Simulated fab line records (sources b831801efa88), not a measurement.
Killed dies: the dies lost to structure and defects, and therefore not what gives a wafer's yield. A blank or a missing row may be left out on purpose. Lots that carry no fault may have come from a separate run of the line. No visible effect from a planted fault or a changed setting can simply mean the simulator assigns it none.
Chamber matching | flow sky130 | SKY_VIA3_ETCH_15 on rie-diel-01 has 4 sister chambers
The step etches SiO2 in C4F8/O2/Ar, stops on TiN, target depth 507 nm, time 78 s. 8 wafers are shown with their chamber, then 10 later ones without.

== EACH WAFER AND ITS CHAMBER ==
wafer  | chamber | oes-product-au (a.u.)
L076.4 | 0       | 0.947
L079.3 | 0       | 0.941
L082.2 | 2       | 0.949
L082.5 | 3       | 0.950
L086.5 | 1       | 0.948
L086.6 | 3       | 0.942
L093.1 | 2       | 0.949
L093.5 | 1       | 0.943

== WAFERS WITH NO CHAMBER GIVEN ==
wafer  | oes-product-au (a.u.)
L093.6 | 0.941
L095.1 | 0.945
L095.4 | 0.947
L095.5 | 0.948
L096.1 | 0.940
L096.3 | 0.952
L096.4 | 0.941
L097.2 | 0.945
L097.4 | 0.934
L097.5 | 0.944

== CHAMBER TAKEN BY EACH ==
wafer  | from the rows above               | in truth
L093.6 | can't be placed: 0 or 1 or 3 or 2 | 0
L095.1 | can't be placed: 1 or 0 or 3 or 2 | 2
L095.4 | can't be placed: 3 or 1 or 2 or 0 | 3
L095.5 | can't be placed: 2 or 3 or 1 or 0 | 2
L096.1 | can't be placed: 0 or 1 or 3 or 2 | 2
L096.3 | can't be placed: 2 or 3 or 1 or 0 | 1
L096.4 | can't be placed: 0 or 1 or 3 or 2 | 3
L097.2 | can't be placed: 1 or 0 or 3 or 2 | 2
L097.4 | can't be placed: 0 or 1 or 3 or 2 | 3
L097.5 | can't be placed: 0 or 1 or 3 or 2 | 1
Placed correctly: 0 of 10. These rows do not allow placing 10 (true chamber among the candidates in 10). 0 placed wrongly.
How it was worked out, from the rows above alone: a wafer's distance from a chamber is the root of the sum, over the readings, of the square of ((its reading less the chamber's mean) divided by the reading's scatter). The wafer belongs to the nearest chamber; if the next one is less than 2 further off, it can't be placed. Each chamber's mean is taken over the wafers shown for it. The scatter: the root of (the sum of the squares of (reading less its chamber's mean) over the shown wafers, divided by (wafers less chambers)).
